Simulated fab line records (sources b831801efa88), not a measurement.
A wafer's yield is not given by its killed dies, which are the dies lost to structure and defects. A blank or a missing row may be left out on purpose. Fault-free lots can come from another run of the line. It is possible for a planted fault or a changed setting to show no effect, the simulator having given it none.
2 desks looking at one fault -- flow sky130 -- each desk has only its own numbers; what lay behind them comes last

TOOL OWNER'S DESK, cmp-02
The tool's own readings at SKY_VIA1_CMP_24 (polishes, stops on SiO2, t overpolish 15 s, target thk 0 nm): means of the sampled wafers that have a number, for each lot that ran on this tool. A lot is out of limits, marked OUT, if its mean lies more than 4 standard deviations from the usual mean; the brackets give that distance.
Columns: A = edge_zone_pressure_frac at SKY_VIA1_CMP_24, usual 1.000; B = head_pressure_psi at SKY_VIA1_CMP_24, usual 3.500 psi; C = motor_current_A at SKY_VIA1_CMP_24, usual 11.3 A; D = overpolish_run_s at SKY_VIA1_CMP_24, usual 15.001 s; E = slurry_filter_dp_kPa at SKY_VIA1_CMP_24, usual 13.50 kPa; F = time_to_endpoint_s at SKY_VIA1_CMP_24, usual 67 s
lot,first seen here,A,B,C,D,E,F
L809,day 34 04:25,1.005,3.495,11.6,15.001,13.39,65
L811,day 35 06:15,0.999,3.499,10.4,14.998,13.46,67
L826,day 39 11:49,1.001,3.510,11.3,15.005,13.46,65
L827,day 39 22:32,0.997,3.499,11.4,14.993,13.53,65
L829,day 40 06:46,1.000,3.503,11.3,15.006,13.55,66
L830,day 42 06:49,0.998,3.498,11.6,14.995,13.44,67
This desk found nothing out of limits on any of the 6 lots.

AT THE METROLOGY DESK
Lot by lot, what the gauges showed, no matter which tool ran the lot: averages of those sampled wafers that carry a number. A lot is out of limits, marked OUT, if its mean lies more than 4 standard deviations from the usual mean; the brackets give that distance.
Columns: A = cd_nm at SKY_VIA1_CD_MEAS_12, usual 150.1 nm
lot,first seen here,A
L809,day 34 03:17,152.3
L811,day 35 05:06,150.4
L812,day 35 12:10,149.5
L814,day 35 18:44,147.6
L816,day 36 12:25,147.9
L818,day 37 00:58,149.1
L826,day 39 10:41,148.6
L827,day 39 21:13,149.9
L829,day 40 05:35,151.2
L828,day 40 07:38,152.7
L831,day 42 01:32,150.7
L830,day 42 05:31,148.3
This desk found nothing out of limits on any of the 12 lots.

BROUGHT TOGETHER
The desk of the tool owner found nothing out of limits.
At the metrology desk, nothing out of limits was observed.

WHAT WAS PUT IN BY THE SIMULATOR
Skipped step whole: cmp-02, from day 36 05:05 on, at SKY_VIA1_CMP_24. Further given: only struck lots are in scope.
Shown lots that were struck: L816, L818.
